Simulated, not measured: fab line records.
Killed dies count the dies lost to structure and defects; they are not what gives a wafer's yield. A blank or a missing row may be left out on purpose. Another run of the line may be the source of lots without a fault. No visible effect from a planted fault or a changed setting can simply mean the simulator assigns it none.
Code-filled problem report in 8D (eight disciplines) form    flow gf180mcu    the parts of the form that need people (team, actions taken, sign-off) are left out

== 1. THE PROBLEM ==
Mean HV_LDD_OVL at GF_HV_LDD_OVL_MEAS_08: 301.5 nm over 6 wafers in 2 lots; fault-free wafers: 0.2 nm, standard deviation 1.5. So: +99 or more standard deviations from the usual mean.
Earliest sighting: wafer L703.1 on overlay-02 at day 13 09:12. The record holds 33 wafers of 11 lots with a number at this step. Rule for "out", or "out of limits": more than 4 standard deviations from the usual mean. Any other wafer with a number is counted as sound.

== 2. WHAT IT IS AND WHAT IT IS NOT ==
question                     is                      is not
which readings at this step  HV_LDD_OVL              -
which lots                   L703, L705              L692, L693, L694, L695, L696, L704, L711, L712, L714
which wafers of those lots   all that have a number  -
read on which gauges         overlay-01, overlay-02  -
when                         from day 13 09:12       up to then (15 sound wafers); but 12 sound wafers of L704, L711, L712, L714 came after

== 3. THE SUSPECTS, EACH WITH WHAT RULES IT OUT ==
Counting: a tool at any process step up to the reading remains a suspect when it ran all the lots that are out and ran no sound lot after the first of those.
- the gauge at GF_HV_LDD_OVL_MEAS_08 is ruled out. Those wafers that are out were read across 2 gauges (overlay-01, overlay-02).
- iline_stepper-02 at GF_HV_LDD_EXPOSE_04 (exposes mask Nplus LV AREA, target cd 400 nm): kept. All lots that are out passed through it, beginning with L703 at day 12 23:43, and no sound lot followed; its final sound lot before that point was L694 at day 10 06:57.
After counting, what remains is iline_stepper-02 at GF_HV_LDD_EXPOSE_04.

== 4. THE CAUSE (what the simulator had put in) ==
Scanner matching overlay: iline_stepper-02, from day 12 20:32 on, at GF_HV_LDD_EXPOSE_04. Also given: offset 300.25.
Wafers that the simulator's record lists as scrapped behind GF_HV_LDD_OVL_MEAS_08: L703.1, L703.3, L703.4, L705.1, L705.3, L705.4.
Only this tool survived the counting.

== 5. THE EFFECT CHAIN, in route order ==
One row per reading whose mean, taken over the struck wafers that have a number, lies over 3 standard deviations from the usual. Only readings for which the record gives a usual standard deviation are gone through. hours: the time from each lot's start at the first step in this table that gives one to its start at this step, as a median over the lots. sigmas: the change in usual standard deviations.
hours  step                   reading     usual   on struck wafers  change  sigmas
0      GF_HV_LDD_OVL_MEAS_08  HV_LDD_OVL  0.2 nm  301.5             +301.3  +99 or more

== 6. WHAT WOULD HAVE CAUGHT IT SOONER ==
In this record the first reading out of limits at a measuring or inspecting step was taken at day 13 09:12, 13 hours after the fault began at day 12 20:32.
All the lots that are out (2) had begun GF_HV_LDD_EXPOSE_04 on iline_stepper-02 by day 13 09:12. None of them would have been spared by holding the tool at that moment.
